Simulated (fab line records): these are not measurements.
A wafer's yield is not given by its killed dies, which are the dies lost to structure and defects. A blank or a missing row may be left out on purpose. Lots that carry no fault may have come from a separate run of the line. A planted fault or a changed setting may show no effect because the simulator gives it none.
Matching of chambers -- flow gf180mcu -- rie-diel-04 running GF_STI_ETCH_13: 4 sister chambers
The step etches the open film in CHF3/O2, stops on Si, target depth 282.31 nm, time 112.9 s. 14 wafers are shown with their chamber, then 7 later ones without.

WAFERS, EACH WITH ITS CHAMBER
wafer,chamber,run-length-s (s),oes-product-au (a.u.),throttle-valve-pct (%)
L813.2,1,140.8,0.834,8.818
L813.4,1,140.4,0.830,8.811
L813.5,0,140.9,0.830,8.808
L814.3,3,140.9,0.837,8.808
L814.4,0,141.7,0.825,8.808
L814.5,3,141.1,0.823,8.824
L827.1,1,140.9,0.849,8.814
L827.2,2,141.5,0.835,8.812
L827.6,1,140.5,0.842,8.812
L831.3,0,141.1,0.823,8.791
L831.5,0,141.2,0.830,8.818
L831.6,1,140.4,0.834,8.818
L832.3,3,141.2,0.836,8.818
L832.5,3,141.0,0.840,8.812

SIGNATURES, as means of the wafers listed above
reading,chamber 0,chamber 1,chamber 2,chamber 3,scatter within a chamber
run-length-s,141.225,140.600,141.500,141.050,0.248
oes-product-au,0.82700,0.83780,0.83500,0.83400,0.00664
throttle-valve-pct,8.80625,8.81460,8.81200,8.81550,0.00753
Rule: for each reading, subtract the chamber's mean from the wafer's reading, divide by that reading's scatter and square the result; add these up over the readings and take the root, which gives the wafer's distance from the chamber. If the next closest chamber is less than 2 further off than the closest, the wafer can't be placed; otherwise it belongs to the closest. How the scatter is found: for the shown wafers, subtract from each reading the mean of its chamber, square and add these, divide the total by (wafers less chambers), then take the root.

WAFERS WHOSE CHAMBER IS MISSING
wafer,run-length-s (s),oes-product-au (a.u.),throttle-valve-pct (%)
L832.6,140.9,0.830,8.836
L834.3,141.2,0.837,8.821
L834.4,141.3,0.833,8.792
L834.5,141.0,0.833,8.812
L836.1,141.3,0.845,8.813
L836.2,141.0,0.844,8.812
L836.4,140.8,0.842,8.821

CHAMBER TAKEN BY EACH
wafer,from the rows above,in truth
L832.6,can't be placed: 3 or 1 or 2 or 0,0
L834.3,can't be placed: 3 or 2 or 0 or 1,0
L834.4,can't be placed: 0 or 2 or 3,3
L834.5,can't be placed: 3 or 0 or 1 or 2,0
L836.1,can't be placed: 2 or 3 or 0 or 1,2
L836.2,can't be placed: 3 or 1 or 2 or 0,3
L836.4,can't be placed: 1 or 3 or 2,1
Placed correctly: 0 of 7. From these rows, 7 cannot be placed; in 7 the true chamber is one of the candidates. Wrongly placed: 0.
